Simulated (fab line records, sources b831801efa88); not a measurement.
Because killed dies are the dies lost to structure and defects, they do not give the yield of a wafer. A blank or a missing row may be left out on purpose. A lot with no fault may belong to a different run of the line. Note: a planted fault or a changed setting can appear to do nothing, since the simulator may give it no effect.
Problem report, 8D (eight disciplines) form, completed by code	flow gf180mcu	the parts of the form that need people (team, actions taken, sign-off) are left out

== 1. WHAT IS WRONG ==
HV_LDD_CVD_54_THK at GF_HV_LDD_THK_MEAS_55 reads a mean of 6.37 nm on 3 wafers of 1 lot; wafers without a fault read 9.99 nm with a standard deviation of 0.11. That puts it -33 standard deviations away from the usual mean.
Earliest sighting: wafer L301.4 on film-metro-03 at day 17 03:03. Wafers with a number at this step in the record: 36, from 12 lots. Rule for "out" (also "out of limits"): further than 4 standard deviations from the usual mean. Any other wafer with a number is counted as sound.

== 2. WHAT IT IS, WHAT IT ISN'T ==
question	is	is not
which readings at this step	HV_LDD_CVD_54_THK	-
which lots	L301	L287, L288, L289, L290, L291, L293, L294, L296, L297, L299, L304
which wafers of those lots	all that have a number	-
read on which gauges	film-metro-03	film-metro-01, film-metro-02
when	from day 17 03:03	up to then (30 sound wafers); but 3 sound wafers of L304 came after

== 3. THE SUSPECTS, EACH WITH WHAT RULES IT OUT ==
Counting: any tool at a process step up to the reading is kept as a suspect provided that every lot that is out went through it and no sound lot did after the first of them.
- the gauge at GF_HV_LDD_THK_MEAS_55: kept. All the wafers that are out were read on film-metro-03, and no step on other tools shows them out.
- plasma-asher-03 at GF_DNWELL_STRIP_08 (strips in O2/N2): kept. It ran the lot that is out, L301 (day 5 19:30), and no sound lot after that; its last sound lot up to then is L296 (day 4 19:33).
- lpcvd-02 at GF_HV_LDD_CVD_54 (deposits SiO2 from TEOS, target thk 10 nm, time 75 s): kept. It ran the lot that is out, L301 (day 17 02:00), and no sound lot after that; its last sound lot up to then is L299 (day 16 09:17).
After the count, these remain: plasma-asher-03 at GF_DNWELL_STRIP_08, lpcvd-02 at GF_HV_LDD_CVD_54 and film-metro-03 at GF_HV_LDD_THK_MEAS_55.

== 4. THE CAUSE (what the simulator had put in) ==
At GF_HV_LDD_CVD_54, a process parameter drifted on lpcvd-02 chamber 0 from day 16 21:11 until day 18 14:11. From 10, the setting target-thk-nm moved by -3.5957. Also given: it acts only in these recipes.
This tool is one of the 3 suspects left after counting.

== 5. THE EFFECT CHAIN, in route order ==
Rows list readings where the struck wafers' mean (over those with a number) sits beyond 3 standard deviations from the usual. Scope: only readings with a usual standard deviation given in the record; hours: median across lots of the time from each lot's start at the first step in this table that gives one to its start at this step; sigmas: change in usual standard deviations.
hours	step	reading	usual	on struck wafers	change	sigmas
0	GF_HV_LDD_THK_MEAS_55	HV_LDD_CVD_54_THK	9.99 nm	6.37	-3.62	-33
Later steps that measure or inspect, where all struck wafers having a row at the step show a number for every such reading and not one has moved that far: GF_M1_RS_MEAS_05.

== 6. HOW IT WOULD HAVE BEEN CAUGHT EARLIER ==
In this record the first reading out of limits at a measuring or inspecting step was taken at day 17 03:03, 6 hours after the fault began at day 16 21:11.
Tool readings at GF_HV_LDD_CVD_54 with a usual standard deviation given in the record: none out on any struck wafer, hence no alarm at a limit of 4 standard deviations on them.
By day 17 03:03 the whole set of lots that are out, 1 in number, had already begun GF_HV_LDD_CVD_54 on lpcvd-02. Had the tool been put on hold then, not one of them would have been saved.
